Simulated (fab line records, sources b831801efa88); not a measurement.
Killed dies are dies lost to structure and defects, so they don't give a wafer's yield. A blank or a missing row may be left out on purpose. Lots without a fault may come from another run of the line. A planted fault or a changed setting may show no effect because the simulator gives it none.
fab line records | flow sky130
record lots=5 wafers=15 last_day=49
route steps=708 shown SD_N@349 SD_P@359 RES_XHIGH@360 SALICIDE@361 LI_CONTACT@362
lots that met no fault: from a run of the same line without faults
start_h: hours from the record's first day to the start of the lot's first wafer shown | wait_h: hours since the lot's step before | " the same as in the row above | L1.1+2: a row that stands for several wafers | - no value, or no start given | * or withheld: withheld | < > ~ a bound
route shown NAME@n: a module of which the file shows steps, and the number in the route of the first | usual: mean/standard deviation of fault-free wafers | same: alike in all rows | chamber/n: place in a boat | sites: the reading at each site | _std_site: their standard deviation | _edge_site: outer sites' mean less inner sites' | radius_mm: how far each site lies from the wafer's centre | mask NAME#n: copy n | behind: the tool/chamber that last shaped the wafer | hold: why the lot was held/for how many hours/how that ended | device: the transistor (n, p or np) that didn't switch | end of line: the same wafers' tests at the end of the route | a step without rows: its recipe alone | killed: dies lost to structure and defects at the first sort, not the wafer's yield | map: a wafer's dies, x killed, . not, _ none there
set.NAME: the setting as run; set.NAME@STEP: as run at that earlier step | model.NAME: the simulator's own value behind a step, which no gauge read
lots at some steps of the route; a table a step, a row a wafer
services: from which hour (start_h, from the record's first day; less than 0 if before it) a tool's chamber was out of use, for how many hours, and why
## steps
# step SKY_SD_N_CD_MEAS_07
# recipe target_cd_nm=380
# usual cd_nm=380.4/2.6
# columns lot.wafer tool chamber start_h wait_h cd_nm
L078.1 cd_sem-02 - 676.55 0.1 380.6
L078.5 " - " " 382.6
L078.6 " - " " 377.8
L081.1 cd_sem-01 - 709.83 0.1 381.2
L081.4 " - " " 384.6
L081.5 " - " " 382.0
L089.2 cd_sem-02 - 775.78 0.1 380.6
L089.4 " - " " 381.7
L089.5 " - " " 381.5
L092.2 cd_sem-01 - 793.48 0.1 380.2
L092.3 " - " " 381.8
L092.5 " - " " 380.9
L093.2 cd_sem-01 - 796.30 0.1 384.2
L093.4 " - " " 381.8
L093.5 " - " " 385.4
# step SKY_SD_N_OVL_MEAS_08
# usual SD_N_OVL=0.6/1.5
# columns lot.wafer tool chamber start_h wait_h SD_N_OVL[nm]
L078.1 overlay-01 - 676.67 0.1 1.6
L078.5 " - " " 2.8
L078.6 " - " " 2.3
L081.1 overlay-02 - 709.95 0.1 0.1
L081.4 " - " " 1.4
L081.5 " - " " 1.5
L089.2 overlay-02 - 775.88 0.1 2.2
L089.4 " - " " 0.9
L089.5 " - " " 0.6
L092.2 overlay-02 - 793.58 0.1 1.4
L092.3 " - " " -1.1
L092.5 " - " " 2.9
L093.2 overlay-01 - 796.40 0.1 1.7
L093.4 " - " " 1.3
L093.5 " - " " 2.5
# step SKY_SD_N_IMPLANT_09
# recipe species=As energy_kev=50 dose_cm2=4e+15 tilt_deg=0
# columns lot.wafer tool chamber start_h wait_h
L078.1+5+6 implanter-03 0 676.71 0.0
L081.1+4+5 implanter-02 0 709.98 0.0
L089.2+4+5 implanter-01 0 775.94 0.0
L092.2+3+5 implanter-01 0 793.64 0.0
L093.2+4+5 implanter-01 0 796.46 0.0
# step SKY_SD_N_IMPLANT_10
# recipe species=P energy_kev=20 dose_cm2=1e+14 tilt_deg=0
# columns lot.wafer tool chamber start_h wait_h
L078.1+5+6 implanter-03 0 676.86 0.1
L081.1+4+5 implanter-02 0 710.13 0.1
L089.2+4+5 implanter-01 0 776.09 0.1
L092.2+3+5 implanter-01 0 793.79 0.1
L093.2+4+5 implanter-01 0 796.61 0.1
# step SKY_SD_N_STRIP_11
# recipe chemistry=O2/N2 power_w=1400 pressure_mtorr=1500 platen_temp_c=withheld o2_flow_sccm=3000 n2_flow_sccm=300 overash_fraction=0.5
# usual drypump_motor_current_A=5.75/0.26 oes_product_au=0.528/0.0046 strip_time_to_endpoint_s=22.54/0.041
# columns lot.wafer tool chamber start_h wait_h drypump_motor_current_A oes_product_au rf_hours_counter_h strip_time_to_endpoint_s
L078.1 plasma_asher-01 1 677.01 0.1 5.28 0.529 57 22.58
L078.5 " 0 " " 5.76 0.525 - 22.56
L078.6 " 1 " " 5.29 0.526 - 22.56
L081.1 plasma_asher-03 0 710.28 0.1 6.06 0.527 30 22.53
L081.4 " 1 " " 5.70 0.522 - 22.52
L081.5 " 0 " " 6.08 0.536 - 22.50
L089.2 plasma_asher-03 1 776.21 0.1 5.72 0.530 36 22.51
L089.4 " 1 " " 5.72 0.531 - 22.51
L089.5 " 1 " " 5.68 0.532 - 22.50
L092.2 plasma_asher-03 1 793.91 0.1 5.72 0.531 38 22.46
L092.3 " 1 " " 5.70 0.527 - 22.46
L092.5 " 0 " " 6.08 0.526 - 22.46
L093.2 plasma_asher-03 0 796.73 0.1 6.07 0.525 38 22.49
L093.4 " 0 " " 6.07 0.527 - 22.50
L093.5 " 1 " " 5.71 0.528 - 22.52
# step SKY_SD_N_TW_MEAS_12
# usual SD_N_TW=4008/35
# columns lot.wafer tool chamber start_h wait_h SD_N_TW
L078.1 film_metro-01 - 677.11 0.1 4066
L078.5 " - " " 4061
L078.6 " - " " 4073
L081.1 film_metro-02 - 710.38 0.1 3976
L081.4 " - " " 3960
L081.5 " - " " 3982
L089.2 film_metro-02 - 776.32 0.1 3999
L089.4 " - " " 4000
L089.5 " - " " 3993
L092.2 film_metro-02 - 794.02 0.1 3994
L092.3 " - " " 3981
L092.5 " - " " 3982
L093.2 film_metro-04 - 796.84 0.1 4007
L093.4 " - " " 3968
L093.5 " - " " 4020
# step SKY_SD_N_CLEAN_13
# recipe chemistry=SC1/SC2 mix=1:4:20 temp_c=70 time_s=150 dry=n2_spin
# usual temp_c=70.02/0.13
# columns lot.wafer tool chamber start_h wait_h temp_c
L078.1 wet_bench-01 1 677.17 0.1 70.20
L078.5 " 1 " " 70.32
L078.6 " 1 " " 70.04
L081.1 wet_bench-02 1 710.44 0.1 70.10
L081.4 " 1 " " 70.01
L081.5 " 1 " " 70.01
L089.2 wet_bench-01 1 776.37 0.0 69.89
L089.4 " 1 " " 70.04
L089.5 " 1 " " 69.87
L092.2 wet_bench-02 2 794.07 0.0 69.84
L092.3 " 2 " " 70.06
L092.5 " 2 " " 69.93
L093.2 wet_bench-04 3 796.89 0.0 69.72
L093.4 " 3 " " 69.91
L093.5 " 3 " " 69.92
# step SKY_SD_N_RTA_14
# recipe temp_c=1075 time_s=2 idle_temp_c=650 ramp_up_c_per_s=150 ramp_down_c_per_s=90 ambient=N2
# usual lamp_power_pct=15.74/0.051 wafer_temp_C_max=1078.0/1.2
# columns lot.wafer tool chamber start_h wait_h lamp_power_pct wafer_temp_C_max
L078.1 rtp_anneal-01 0 677.22 0.0 15.79 1077.7
L078.5 " 0 " " 15.65 1078.7
L078.6 " 0 " " 15.78 1078.9
L081.1 rtp_anneal-02 0 710.50 0.0 15.73 1077.9
L081.4 " 0 " " 15.78 1077.2
L081.5 " 0 " " 15.66 1079.9
L089.2 rtp_anneal-02 0 776.48 0.0 15.82 1076.8
L089.4 " 0 " " 15.74 1076.5
L089.5 " 0 " " 15.72 1075.6
L092.2 rtp_anneal-01 0 794.13 0.0 15.76 1078.5
L092.3 " 0 " " 15.73 1078.9
L092.5 " 0 " " 15.73 1075.7
L093.2 rtp_anneal-02 0 796.95 0.0 15.70 1078.0
L093.4 " 0 " " 15.73 1079.4
L093.5 " 0 " " 15.85 1079.0
# step SKY_SD_N_RS_MEAS_16
# recipe thk_meas_gauge=four-point-probe
# usual SD_N_RS=68.61/0.12
# columns lot.wafer tool chamber start_h wait_h SD_N_RS[ohm/sq]
L078.1 film_metro-01 - 677.39 0.1 68.40
L078.5 " - " " 68.48
L078.6 " - " " 68.40
L081.1 film_metro-02 - 710.68 0.1 68.45
L081.4 " - " " 68.77
L081.5 " - " " 68.59
L089.2 film_metro-01 - 776.66 0.1 68.62
L089.4 " - " " 68.55
L089.5 " - " " 68.59
L092.2 film_metro-02 - 794.32 0.1 68.72
L092.3 " - " " 68.75
L092.5 " - " " 68.86
L093.2 film_metro-01 - 797.14 0.1 68.55
L093.4 " - " " 68.47
L093.5 " - " " 68.51
# step SKY_SD_N_RS_MEAS_17
# recipe thk_meas_gauge=four-point-probe
# usual SD_P_RS=147.2/0.33
# columns lot.wafer tool chamber start_h wait_h SD_P_RS[ohm/sq]
L078.1 film_metro-01 - 677.51 0.1 146.7
L078.5 " - " " 146.9
L078.6 " - " " 146.6
L081.1 film_metro-02 - 710.80 0.1 146.9
L081.4 " - " " 147.7
L081.5 " - " " 147.2
L089.2 film_metro-01 - 776.78 0.1 147.1
L089.4 " - " " 147.0
L089.5 " - " " 147.0
L092.2 film_metro-02 - 794.44 0.1 148.0
L092.3 " - " " 147.7
L092.5 " - " " 147.6
L093.2 film_metro-01 - 797.26 0.1 146.5
L093.4 " - " " 146.5
L093.5 " - " " 147.1
# step SKY_SD_N_RS_MEAS_18
# recipe thk_meas_gauge=four-point-probe
# usual RES_XHIGH_RS=333.2/1.3
# columns lot.wafer tool chamber start_h wait_h RES_XHIGH_RS[ohm/sq]
L078.1 film_metro-01 - 677.63 0.1 332.0
L078.5 " - " " 333.4
L078.6 " - " " 332.8
L081.1 film_metro-02 - 710.92 0.1 332.6
L081.4 " - " " 334.4
L081.5 " - " " 334.2
L089.2 film_metro-01 - 776.90 0.1 333.1
L089.4 " - " " 331.5
L089.5 " - " " 334.7
L092.2 film_metro-02 - 794.56 0.1 333.3
L092.3 " - " " 332.2
L092.5 " - " " 332.1
L093.2 film_metro-01 - 797.38 0.1 330.2
L093.4 " - " " 331.2
L093.5 " - " " 330.5
# step SKY_SALICIDE_CLEAN_00
# recipe chemistry=HF-last time_s=30 dilution=100:1 dry=ipa_marangoni
# columns lot.wafer tool chamber start_h wait_h
L078.1+5+6 wet_bench-04 0 677.75 0.1
L081.1+4+5 wet_bench-03 3 711.04 0.1
L089.2+4+5 wet_bench-03 1 777.00 0.1
L092.2+3+5 wet_bench-03 3 794.66 0.1
L093.2+4+5 wet_bench-02 0 797.48 0.1
# step SKY_LI_CONTACT_HDPCVD_00
# recipe material=PSG target_thk_nm=930 sigma_open_frac=0.3 time_s=155 temp_c=600 sih4_flow_sccm=60 pressure_mtorr=6
# usual susceptor_temp_C=600.02/0.28
# columns lot.wafer tool chamber start_h wait_h susceptor_temp_C
L078.1 hdpcvd-01 2 677.77 0.0 600.19
L078.5 " 1 " " 600.43
L078.6 " 0 " " 600.12
L081.1 hdpcvd-02 2 711.05 0.0 600.25
L081.4 " 2 " " 599.93
L081.5 " 0 " " 600.01
L089.2 hdpcvd-02 2 777.02 0.0 599.52
L089.4 " 1 " " 600.13
L089.5 " 2 " " 599.64
L092.2 hdpcvd-02 1 794.68 0.0 599.83
L092.3 " 0 " " 600.24
L092.5 " 0 " " 600.36
L093.2 hdpcvd-02 1 797.50 0.0 600.15
L093.4 " 2 " " 599.74
L093.5 " 0 " " 600.38
# step SKY_LI_CONTACT_THK_MEAS_01
# recipe reads=PSG_of_LI_CONTACT_HDPCVD_00
# usual LI_CONTACT_HDPCVD_THK=927/12
# columns lot.wafer tool chamber start_h wait_h LI_CONTACT_HDPCVD_THK[nm]
L078.1 film_metro-01 - 677.88 0.1 941
L078.5 " - " " 953
L078.6 " - " " 923
L081.1 film_metro-02 - 711.16 0.1 926
L081.4 " - " " 917
L081.5 " - " " 916
L089.2 film_metro-02 - 777.13 0.1 935
L089.4 " - " " 933
L089.5 " - " " 921
L092.2 film_metro-01 - 794.79 0.1 938
L092.3 " - " " 927
L092.5 " - " " 930
L093.2 film_metro-01 - 797.61 0.1 937
L093.4 " - " " 932
L093.5 " - " " 921
# step SKY_LI_CONTACT_CMP_02
# recipe material=PSG down_force_psi=4 platen_rpm=60 pad_velocity_m_s=0.94248
# usual head_pressure_psi=4.001/0.0094 motor_current_A=12.0/1.6 time_to_endpoint_s=32/3.6
# columns lot.wafer tool chamber start_h wait_h head_pressure_psi motor_current_A time_to_endpoint_s
L078.1 cmp-01 1 677.94 0.1 4.003 13.0 28
L078.5 " 1 " " 4.010 13.3 29
L078.6 " 2 " " 3.997 10.8 29
L081.4 cmp-01 1 711.27 0.1 3.995 12.9 27
L081.1 " 2 " " 3.995 11.0 30
L081.5 " 0 " " 3.986 14.8 32
L089.2 cmp-01 0 777.18 0.0 4.001 14.9 33
L089.4 " 1 " " 3.994 13.1 28
L089.5 " 0 " " 3.996 14.8 30
L092.3 cmp-01 0 794.84 0.0 4.002 14.4 34
L092.2 " 3 " " 3.976 9.5 36
L092.5 " 0 " " 4.015 15.2 35
L093.4 cmp-02 2 797.66 0.0 3.995 13.0 29
L093.2 " 3 " " 4.002 9.9 28
L093.5 " 3 " " 4.005 10.0 25
# step SKY_LI_CONTACT_BOW_MEAS_03
# recipe mode=bow
# usual LI_CONTACT_BOW=56/7.1
# columns lot.wafer tool chamber start_h wait_h LI_CONTACT_BOW[um]
L078.1 film_metro-02 - 678.24 0.2 65
L078.5 " - " " 53
L078.6 " - " " 56
L081.1 film_metro-01 - 711.52 0.1 57
L081.4 " - " " 58
L081.5 " - " " 58
L089.2 film_metro-04 - 777.50 0.3 44
L089.4 " - " " 60
L089.5 " - " " 55
L092.2 film_metro-04 - 795.16 0.1 53
L092.3 " - " " 58
L092.5 " - " " 66
L093.2 film_metro-01 - 797.98 0.2 51
L093.4 " - " " 51
L093.5 " - " " 51
# step SKY_LI_CONTACT_DEHYDRATE_04
# recipe temp_c=200 time_s=60
# columns lot.wafer tool chamber start_h wait_h
L078.1+5+6 litho_track-01 0 692.11 13.8
L081.1+4+5 litho_track-03 0 725.58 14.0
L089.2+4+5 litho_track-04 0 789.94 12.4
L092.2+3+5 litho_track-03 0 808.15 13.0
L093.2+4+5 litho_track-04 0 811.14 13.1
# step SKY_LI_CONTACT_HMDS_05
# recipe prime_time_s=60 prime_temp_c=120
# same prime_time_s=60
# columns lot.wafer tool chamber start_h wait_h
L078.1+5+6 litho_track-01 0 692.26 0.1
L081.1+4+5 litho_track-03 0 725.73 0.1
L089.2+4+5 litho_track-04 0 790.09 0.1
L092.2+3+5 litho_track-03 0 808.30 0.1
L093.2+4+5 litho_track-04 0 811.29 0.1
# step SKY_LI_CONTACT_COAT_06
# recipe resist=BARC temp_c=withheld time_s=withheld spin_rpm=3000 resist_thk_nm=60
# columns lot.wafer tool chamber start_h wait_h
L078.1+5+6 litho_track-01 0 692.41 0.1
L081.1+4+5 litho_track-03 0 725.88 0.1
L089.2+4+5 litho_track-04 0 790.24 0.1
L092.2+3+5 litho_track-03 0 808.45 0.1
L093.2+4+5 litho_track-04 0 811.44 0.1
# step SKY_LI_CONTACT_COAT_07
# recipe resist=KrF-thick spin_rpm=3000 resist_thk_nm=450
# columns lot.wafer tool chamber start_h wait_h
L078.1+5+6 litho_track-01 0 - -
L081.1+4+5 litho_track-03 0 - -
L089.2+4+5 litho_track-04 0 - -
L092.2+3+5 litho_track-03 0 - -
L093.2+4+5 litho_track-04 0 - -
# step SKY_LI_CONTACT_SOFTBAKE_08
# recipe temp_c=100 time_s=90 resist=KrF-thick
# columns lot.wafer tool chamber start_h wait_h
L078.1+5+6 litho_track-01 0 - -
L081.1+4+5 litho_track-03 0 - -
L089.2+4+5 litho_track-04 0 - -
L092.2+3+5 litho_track-03 0 - -
L093.2+4+5 litho_track-04 0 - -
# step SKY_LI_CONTACT_EXPOSE_09
# recipe mask_id=LICM1 na=0.8 source_shape=annular sigma_inner=0.55 sigma_outer=0.85 target_cd_nm=170 dose_mj=38
# columns lot.wafer tool chamber start_h wait_h mask
L078.1+5+6 krf_scanner-02 0 - - LICM1#0
L081.1+4+5 krf_scanner-02 0 - - LICM1#0
L089.2+4+5 krf_scanner-01 0 - - LICM1#0
L092.2+3+5 krf_scanner-01 0 - - LICM1#0
L093.2+4+5 krf_scanner-02 0 - - LICM1#0
# step SKY_LI_CONTACT_PEB_10
# recipe peb_temp_c=withheld peb_time_s=withheld resist=KrF-thick
# columns lot.wafer tool chamber start_h wait_h
L078.1+5+6 litho_track-01 0 - -
L081.1+4+5 litho_track-04 0 - -
L089.2+4+5 litho_track-01 0 - -
L092.2+3+5 litho_track-04 0 - -
L093.2+4+5 litho_track-03 0 - -
# step SKY_LI_CONTACT_DEVELOP_11
# recipe develop_time_s=60 resist=KrF-thick dev_temp_c=21
# columns lot.wafer tool chamber start_h wait_h
L078.1+5+6 litho_track-01 0 - -
L081.1+4+5 litho_track-04 0 - -
L089.2+4+5 litho_track-01 0 - -
L092.2+3+5 litho_track-04 0 - -
L093.2+4+5 litho_track-03 0 - -
# step SKY_LI_CONTACT_CD_MEAS_12
# recipe target_cd_nm=170
# usual cd_nm=170.0/1.6
# columns lot.wafer tool chamber start_h wait_h cd_nm
L078.1 cd_sem-01 - 706.46 - 168.7
L078.5 " - " " 169.5
L078.6 " - " " 170.8
L081.1 cd_sem-01 - 739.46 - 170.4
L081.4 " - " " 170.7
L081.5 " - " " 171.5
L089.2 cd_sem-01 - 803.98 - 170.7
L089.4 " - " " 170.3
L089.5 " - " " 170.9
L092.2 cd_sem-02 - 822.43 - 170.5
L092.3 " - " " 170.8
L092.5 " - " " 171.1
L093.2 cd_sem-01 - 825.10 - 169.3
L093.4 " - " " 170.1
L093.5 " - " " 169.6
# step SKY_LI_CONTACT_OVL_MEAS_13
# usual LI_CONTACT_OVL=-3/5.5
# columns lot.wafer tool chamber start_h wait_h LI_CONTACT_OVL[nm]
L078.1 overlay-02 - 706.58 0.1 -6
L078.5 " - " " -6
L078.6 " - " " -2
L081.1 overlay-01 - 739.58 0.1 -10
L081.4 " - " " -17
L081.5 " - " " -14
L089.2 overlay-01 - 804.08 0.1 3
L089.4 " - " " 1
L089.5 " - " " 9
L092.2 overlay-01 - 822.54 0.1 -3
L092.3 " - " " -5
L092.5 " - " " -1
L093.2 overlay-02 - 825.20 0.1 -6
L093.4 " - " " -10
L093.5 " - " " -1
# step SKY_LI_CONTACT_ETCH_14
# recipe chemistry=N2/H2 target=BARC ion_energy_ev=200 source_w=500 bias_w=100 pressure_mtorr=30 n2_flow_sccm=100 h2_flow_sccm=200 stop_on=SiO2 time_s=45.9 target_depth_a=600
# usual bias_w=100.02/0.29 drypump_motor_current_A=5.9/0.54 h2_flow_sccm=200.0/0.6 oes_product_au=0.854/0.0049 throttle_valve_pct=13.225/0.0091
# columns lot.wafer tool chamber start_h wait_h bias_w drypump_motor_current_A h2_flow_sccm oes_product_au rf_hours_counter_h throttle_valve_pct
L078.1 rie_diel-04 3 706.61 0.0 99.82 6.3 199.2 0.851 1 13.204
L078.5 " 3 " " 100.72 6.3 199.5 0.856 - 13.222
L078.6 " 2 " " 100.08 6.4 200.4 0.850 - 13.236
L081.1 rie_diel-01 3 739.62 0.0 100.06 4.7 200.3 0.856 12 13.222
L081.4 " 1 " " 100.07 6.0 200.3 0.847 3 13.220
L081.5 " 1 " " 100.51 6.0 201.2 0.854 - 13.220
L089.2 rie_diel-04 2 804.11 0.0 99.99 6.4 200.1 0.854 12 13.221
L089.4 " 1 " " 100.44 5.9 200.8 0.856 9 13.206
L089.5 " 2 " " 99.80 6.4 200.8 0.845 - 13.227
L092.2 rie_diel-01 0 822.57 0.0 99.58 5.5 199.7 0.845 7 13.220
L092.3 " 2 " " 99.94 6.3 199.7 0.862 11 13.231
L092.5 " 3 " " 100.23 4.7 199.6 0.856 - 13.228
L093.2 rie_diel-03 2 825.23 0.0 100.23 5.9 199.9 0.852 32 13.230
L093.4 " 0 " " 100.40 6.2 199.9 0.863 21 13.230
L093.5 " 2 " " 100.23 5.9 199.5 0.848 - 13.227
# step SKY_LI_CONTACT_ETCH_15
# recipe target=PSG chemistry=C4F8/O2/Ar stop_on=Si taper_deg=4.15 mask_material=KrF-thick source_w=1500 bias_w=1200 pressure_mtorr=40 c4f8_flow_sccm=withheld O2_flow_sccm=6 Ar_flow_sccm=300 time_s=withheld target_depth_a=6000
# usual bias_w=1200/3.4 oes_product_au=0.837/0.0043
# columns lot.wafer tool chamber start_h wait_h bias_w oes_product_au
L078.1 rie_diel-04 3 706.65 0.0 1193 0.837
L078.5 " 3 " " 1199 0.844
L078.6 " 2 " " 1200 0.839
L081.1 rie_diel-01 3 739.66 0.0 1202 0.831
L081.4 " 1 " " 1205 0.837
L081.5 " 1 " " 1199 0.846
L089.2 rie_diel-04 2 804.15 0.0 1201 0.834
L089.4 " 1 " " 1201 0.839
L089.5 " 2 " " 1196 0.838
L092.2 rie_diel-01 0 822.61 0.0 1197 0.843
L092.3 " 2 " " 1200 0.836
L092.5 " 3 " " 1205 0.837
L093.2 rie_diel-03 2 825.28 0.0 1201 0.837
L093.4 " 0 " " 1197 0.839
L093.5 " 2 " " 1198 0.831
# step SKY_LI_CONTACT_STRIP_16
# recipe chemistry=O2/N2 power_w=1400 pressure_mtorr=1500 platen_temp_c=withheld o2_flow_sccm=3000 n2_flow_sccm=300 overash_fraction=0.5
# usual drypump_motor_current_A=5.80/0.26 oes_product_au=0.376/0.0046 strip_time_to_endpoint_s=3.50/0.038
# columns lot.wafer tool chamber start_h wait_h drypump_motor_current_A oes_product_au rf_hours_counter_h strip_time_to_endpoint_s
L078.1 plasma_asher-04 1 706.74 - 5.95 0.382 100 3.54
L078.5 " 1 " " 5.93 0.372 - 3.54
L078.6 " 0 " " 5.49 0.378 - 3.51
L081.1 plasma_asher-03 1 739.75 - 5.67 0.389 33 3.54
L081.4 " 1 " " 5.69 0.373 - 3.47
L081.5 " 1 " " 5.70 0.375 - 3.51
L089.2 plasma_asher-04 0 804.24 - 5.60 0.367 6 3.47
L089.4 " 0 " " 5.58 0.374 - 3.44
L089.5 " 1 " " 5.96 0.364 - 3.48
L092.2 plasma_asher-03 0 822.70 - 6.08 0.371 41 3.48
L092.3 " 1 " " 5.68 0.370 - 3.43
L092.5 " 0 " " 6.11 0.374 - 3.46
L093.2 plasma_asher-02 1 825.36 - 5.47 0.375 96 3.52
L093.4 " 0 " " 6.11 0.372 - 3.53
L093.5 " 1 " " 5.50 0.383 - 3.53
# step SKY_LI_CONTACT_CLEAN_17
# recipe chemistry=NMP time_s=600 temp_c=60 dry=n2_spin
# usual temp_c=59.99/0.13
# columns lot.wafer tool chamber start_h wait_h temp_c
L078.1 wet_bench-03 3 706.84 0.1 59.87
L078.5 " 3 " " 59.92
L078.6 " 3 " " 59.95
L081.1 wet_bench-04 2 739.85 0.1 59.88
L081.4 " 2 " " 59.84
L081.5 " 2 " " 59.78
L089.2 wet_bench-04 2 804.34 0.1 60.02
L089.4 " 2 " " 60.15
L089.5 " 2 " " 59.95
L092.2 wet_bench-03 2 822.80 0.1 60.07
L092.3 " 2 " " 59.99
L092.5 " 2 " " 59.93
L093.2 wet_bench-03 0 825.46 0.1 60.08
L093.4 " 0 " " 59.89
L093.5 " 0 " " 59.96
# step SKY_LI_CONTACT_PRE_CLEAN_18
# recipe gas=Ar time_s=5.6 bias_v=358
# usual bias_v=358/3.2
# columns lot.wafer tool chamber start_h wait_h bias_v
L078.1 pvd_sputter-01 - 707.01 0.0 353
L078.5 " - " " 358
L078.6 " - " " 356
L081.1 pvd_sputter-03 - 740.02 0.0 359
L081.4 " - " " 361
L081.5 " - " " 355
L089.2 pvd_sputter-03 - 804.51 0.0 359
L089.4 " - " " 353
L089.5 " - " " 358
L092.2 pvd_sputter-02 - 822.97 0.0 361
L092.3 " - " " 359
L092.5 " - " " 365
L093.2 pvd_sputter-02 - 825.64 0.0 358
L093.4 " - " " 355
L093.5 " - " " 362
# step SKY_LI_CONTACT_SPUTTER_19
# recipe material=Ti target_thk_nm=20 chamber_pressure_pa=5 power_w=2500 substrate_temp_c=200 time_s=106.37
# usual throttle_valve_pct=29.6/0.86
# columns lot.wafer tool chamber start_h wait_h throttle_valve_pct
L078.1 pvd_sputter-01 - 707.03 0.0 30.2
L078.5 " - " " 29.6
L078.6 " - " " 27.7
L081.1 pvd_sputter-03 - 740.04 0.0 29.5
L081.4 " - " " 30.9
L081.5 " - " " 28.9
L089.2 pvd_sputter-03 - 804.53 0.0 29.1
L089.4 " - " " 30.8
L089.5 " - " " 29.3
L092.2 pvd_sputter-02 - 822.99 0.0 30.4
L092.3 " - " " 30.5
L092.5 " - " " 30.4
L093.2 pvd_sputter-02 - 825.66 0.0 30.4
L093.4 " - " " 29.3
L093.5 " - " " 29.4
# step SKY_LI_CONTACT_SPUTTER_20
# recipe material=TiN target_thk_nm=20 chamber_pressure_pa=5 power_w=4000 time_s=80
# usual throttle_valve_pct=29.6/0.87
# columns lot.wafer tool chamber start_h wait_h throttle_valve_pct
L078.1 pvd_sputter-01 - 707.11 0.0 30.1
L078.5 " - " " 29.5
L078.6 " - " " 27.2
L081.1 pvd_sputter-03 - 740.12 0.0 29.0
L081.4 " - " " 30.8
L081.5 " - " " 29.0
L089.2 pvd_sputter-03 - 804.61 0.0 28.8
L089.4 " - " " 30.9
L089.5 " - " " 29.2
L092.2 pvd_sputter-02 - 823.07 0.0 30.4
L092.3 " - " " 30.4
L092.5 " - " " 30.2
L093.2 pvd_sputter-02 - 825.73 0.0 30.3
L093.4 " - " " 29.3
L093.5 " - " " 29.1
# step SKY_LI_CONTACT_CVD_21
# recipe material=W target_thk_nm=400 time_s=120.56 temp_c=400 pressure_torr=40
# usual heater_power_w=856/81 susceptor_temp_C=400.01/0.2
# columns lot.wafer tool chamber start_h wait_h heater_power_w susceptor_temp_C
L078.1 cvd_w-02 1 707.17 0.0 735 400.23
L078.5 " 0 " " 930 400.05
L078.6 " 1 " " 738 400.04
L081.1 cvd_w-01 1 740.18 0.0 917 400.12
L081.4 " 1 " " 906 400.07
L081.5 " 1 " " 929 400.10
L089.2 cvd_w-02 0 804.67 0.0 929 400.08
L089.4 " 1 " " 734 399.75
L089.5 " 0 " " 945 399.62
L092.2 cvd_w-02 1 823.13 0.0 753 400.20
L092.3 " 0 " " 965 400.15
L092.5 " 1 " " 730 400.30
L093.2 cvd_w-02 1 825.79 0.0 752 399.85
L093.4 " 1 " " 736 399.91
L093.5 " 1 " " 738 399.95
# step SKY_LI_CONTACT_RS_MEAS_22
# recipe thk_meas_gauge=four-point-probe reads=W_of_LI_CONTACT_CVD_21+TiN_of_LI_CONTACT_SPUTTER_20+Ti_of_LI_CONTACT_SPUTTER_19
# usual LI_CONTACT_W_RS=0.2850/0.0026
# columns lot.wafer tool chamber start_h wait_h LI_CONTACT_W_RS[ohm/sq]
L078.1 film_metro-02 - 707.30 0.1 0.2808
L078.5 " - " " 0.2808
L078.6 " - " " 0.2841
L081.1 film_metro-02 - 740.30 0.1 0.2869
L081.4 " - " " 0.2844
L081.5 " - " " 0.2849
L089.2 film_metro-02 - 804.82 0.1 0.2851
L089.4 " - " " 0.2851
L089.5 " - " " 0.2864
L092.2 film_metro-02 - 823.27 0.1 0.2875
L092.3 " - " " 0.2836
L092.5 " - " " 0.2826
L093.2 film_metro-01 - 825.94 0.1 0.2862
L093.4 " - " " 0.2840
L093.5 " - " " 0.2868
# step SKY_LI_CONTACT_THK_MEAS_23
# recipe thk_meas_gauge=xrf reads=W_of_LI_CONTACT_CVD_21
# usual LI_CONTACT_W_THK=412/5.6
# columns lot.wafer tool chamber start_h wait_h LI_CONTACT_W_THK[nm]
L078.1 film_metro-02 - 707.42 0.1 409
L078.5 " - " " 410
L078.6 " - " " 408
L081.1 film_metro-02 - 740.42 0.1 407
L081.4 " - " " 410
L081.5 " - " " 410
L089.2 film_metro-02 - 804.93 0.1 413
L089.4 " - " " 413
L089.5 " - " " 408
L092.2 film_metro-02 - 823.38 0.1 408
L092.3 " - " " 413
L092.5 " - " " 416
L093.2 film_metro-01 - 826.05 0.1 405
L093.4 " - " " 410
L093.5 " - " " 408
# step SKY_LI_CONTACT_CMP_24
# recipe stop_on=PSG t_overpolish_s=20 down_force_psi=3.5 platen_rpm=60 target_thk_nm=0 pad_velocity_m_s=0.94248
# usual head_pressure_psi=3.501/0.008 motor_current_A=11.0/1.5 overpolish_run_s=20.000/0.0086 time_to_endpoint_s=96/5.1
# columns lot.wafer tool chamber start_h wait_h head_pressure_psi motor_current_A overpolish_run_s time_to_endpoint_s
L078.1 cmp-02 3 707.53 0.1 3.501 9.6 20.010 92
L078.6 " 2 " " 3.495 11.5 19.996 96
L078.5 " 3 " " 3.499 9.0 20.004 90
L081.1 cmp-01 3 740.53 0.1 3.477 9.3 19.999 103
L081.4 " 0 " " 3.498 13.5 20.008 100
L081.5 " 2 " " 3.502 9.6 19.998 94
L089.2 cmp-02 1 804.98 0.0 3.496 10.2 20.003 101
L089.4 " 3 " " 3.510 9.6 20.009 91
L089.5 " 1 " " 3.501 10.3 20.007 98
L092.2 cmp-01 0 823.43 0.0 3.497 13.1 19.990 99
L092.3 " 3 " " 3.513 9.4 19.999 101
L092.5 " 0 " " 3.504 14.0 19.989 102
L093.2 cmp-01 3 826.10 0.0 3.506 9.1 20.005 102
L093.4 " 0 " " 3.501 14.4 20.018 100
L093.5 " 3 " " 3.485 9.3 20.010 101
## services
# columns tool chamber start_h hours kind
rie_diel-04 - 654.05 1.4 repair
rie_diel-01 - 654.85 0.4 repair
rie_diel-04 - 658.98 1.5 repair
implanter-01 - 685.16 3.0 repair
cmp-01 - 693.27 4.6 pm
implanter-01 - 696.19 8.7 repair
cmp-01 - 700.73 1.1 repair
implanter-01 - 702.28 3.0 repair
cmp-01 - 706.86 2.8 repair
plasma_asher-03 - 715.15 0.7 repair
rie_diel-04 - 715.38 2.8 pm
rie_diel-01 - 718.05 2.5 repair
cmp-01 - 723.65 0.5 repair
cmp-01 - 743.11 0.4 repair
rie_diel-04 - 749.66 0.5 repair
cmp-01 - 751.21 1.0 repair
rie_diel-04 1 754.62 13.8 repair
hdpcvd-02 - 762.93 1.4 repair
cmp-01 - 768.81 4.5 pm
implanter-01 - 770.93 3.3 repair
pvd_sputter-03 - 785.43 3.6 repair
pvd_sputter-03 - 787.33 2.6 repair
cmp-01 - 792.47 1.1 repair
cmp-01 - 820.59 1.5 repair
## key
fault none
